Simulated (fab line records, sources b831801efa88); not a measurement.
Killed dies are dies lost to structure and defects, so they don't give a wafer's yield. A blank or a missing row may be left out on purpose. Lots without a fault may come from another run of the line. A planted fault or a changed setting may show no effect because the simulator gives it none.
A struck lot beside a sound one | flow sfq_line | 21 steps out of a route of 325
Sound: wafers L582.2, L582.4, L582.6. Struck: wafers L575.2, L575.3, L575.6. The cause comes at the end.
At each step with rows: each side's tool, then ch and its chambers, then its first start. Under that, the readings that differ: sound wafers | struck wafers | difference of the means | sigmas: that difference in standard deviations of wafers without a fault.
alike: readings whose means differ by less than 2 such deviations, and words and numbers that are the same on both sides. not compared: withheld readings, readings that some wafer has no value for, bounds like >300 that may hide the same value, and numbers for which the record gives no deviation and whose values overlap.
The two part at a step that has a row with sigmas, a row that says differs or no value, or rows on one side only. Numbers that don't overlap but have no deviation are shown without sigmas and don't part them. A reading that every wafer of one side lacks parts them only if that side has two wafers or more.

first, 3 steps without rows for these wafers: SFQ_TRILAYER_M2_LITHO_EXPOSE_058 (exposes mask M2, target cd 500 nm); SFQ_TRILAYER_M2_LITHO_PEB_060 (peb time 60 s); SFQ_TRILAYER_M2_LITHO_DEVELOP_059 (time 60 s).
SFQ_M2_OVL_MEAS_916:
  sound on overlay-01, day 44 04:17; struck on overlay-01, day 40 05:37
  alike: M2_OVL
then, 1 step without rows for these wafers: SFQ_TRILAYER_M2_BARC_OPEN_METAL_ETCH_077 (etches BARC in O2, target depth 125 nm, time 41.7 s).
SFQ_TRILAYER_M2_ETCH_METAL_ETCH_060: etches Nb in Cl2/Ar, stops on SiO2, target depth 240 nm, time 120 s.
  sound on rie_metal-01 ch 0,1, day 44 04:22; struck on rie_metal-01 ch 0,1, day 40 05:43
  alike: bias_w, drypump_motor_current_A, oes_product_au
  not compared: rf_hours_counter_h
SFQ_TRILAYER_M2_STRIP_STRIP_061: strips in O2.
  sound on rie_metal-01 ch 0,1, day 44 04:29; struck on rie_metal-01 ch 0,1, day 40 05:50
  alike: drypump_motor_current_A, oes_product_au
  not compared: rf_hours_counter_h
then, 1 step without rows for these wafers: SFQ_TRILAYER_M2_STRIP_SOLV_CLEAN_062 (cleans in NMP, time 600 s).
SFQ_TRILAYER_I2_DEP_PECVD_063: deposits SiO2 from SiH4/N2O, time 111.11 s, target thk 500 nm.
  sound on pecvd-03 ch 0,1, day 44 05:16; struck on pecvd-03 ch 1,2, day 40 06:37
  reading              | sound                | struck               | difference | sigmas
  susceptor_temp_C (C) | 150.32 150.12 149.93 | 149.85 149.67 149.80 | -0.35      | -3
  alike: heater_power_outer_w, heater_power_w, throttle_valve_pct
SFQ_TRILAYER_I2_CMP_CMP_064: polishes SiO2.
  sound on cmp-01 ch 1,2, day 44 06:44; struck on cmp-01 ch 0,2,3, day 40 08:30
  alike: motor_current_A, time_to_endpoint_s
SFQ_I2_BOW_MEAS_917:
  sound on film_metro-01, day 44 09:45; struck on film_metro-01, day 40 11:31
  alike: I2_BOW
then, 1 step without rows for these wafers: SFQ_TRILAYER_I2_METRO_MEASURE_065.
SFQ_TRILAYER_I2_VIA_LITHO_COAT_072: resist thk 62 nm.
  sound on litho_track-02 ch 0, day 44 11:06; struck on litho_track-02 ch 0, day 40 12:52
  reading                                                  | sound             | struck            | difference | sigmas
  model.BARC_of_TRILAYER_I2_VIA_LITHO_COAT_072.thk_nm (nm) | 61.87 61.96 61.95 | 57.18 57.28 57.28 | -4.68      |
  alike: spin_speed_rpm
then, 5 steps without rows for these wafers: SFQ_TRILAYER_I2_VIA_LITHO_COAT_067 (resist thk 650 nm); SFQ_TRILAYER_I2_VIA_LITHO_SOFTBAKE_071; SFQ_TRILAYER_I2_VIA_LITHO_EXPOSE_068 (exposes mask I2, target cd 500 nm); SFQ_TRILAYER_I2_VIA_LITHO_PEB_070 (peb time 60 s); SFQ_TRILAYER_I2_VIA_LITHO_DEVELOP_069 (time 60 s).
-- the record jumps here: 6 days lie between the struck wafers' starts before and after --
SFQ_I2_OVL_MEAS_918:
  sound on overlay-01, day 50 12:02; struck on overlay-01, day 46 17:12
  alike: I2_OVL
SFQ_TRILAYER_I2_VIA_BARC_OPEN_VIA_ETCH_096: etches BARC in O2, target depth 125 nm, time 41.7 s.
  sound on rie_diel-01 ch 0,3, day 50 12:04; struck on rie_diel-03 ch 1,3, day 46 17:14
  reading                  | sound             | struck            | difference | sigmas
  oes_product_au (a.u.)    | 0.687 0.681 0.686 | 0.661 0.662 0.663 | -0.023     | -5
  model.etch.depth_nm (nm) | 61.87 61.96 61.95 | 57.18 57.28 57.28 | -4.68      |
  alike: bias_w, drypump_motor_current_A
  not compared: rf_hours_counter_h
SFQ_TRILAYER_I2_VIA_ETCH_VIA_ETCH_070: etches SiO2 in CHF3, stops on Nb, target depth 260 nm.
  sound on rie_diel-01 ch 0,3, day 50 12:07; struck on rie_diel-03 ch 1,3, day 46 17:16
  alike: bias_w, drypump_motor_current_A, oes_product_au

WHERE THEY PART
First at SFQ_TRILAYER_I2_DEP_PECVD_063; last, within this record, at SFQ_TRILAYER_I2_VIA_BARC_OPEN_VIA_ETCH_096. Later steps at which nothing parts them and some readings are alike: SFQ_TRILAYER_I2_VIA_ETCH_VIA_ETCH_070.

WHY: what the simulator had put in
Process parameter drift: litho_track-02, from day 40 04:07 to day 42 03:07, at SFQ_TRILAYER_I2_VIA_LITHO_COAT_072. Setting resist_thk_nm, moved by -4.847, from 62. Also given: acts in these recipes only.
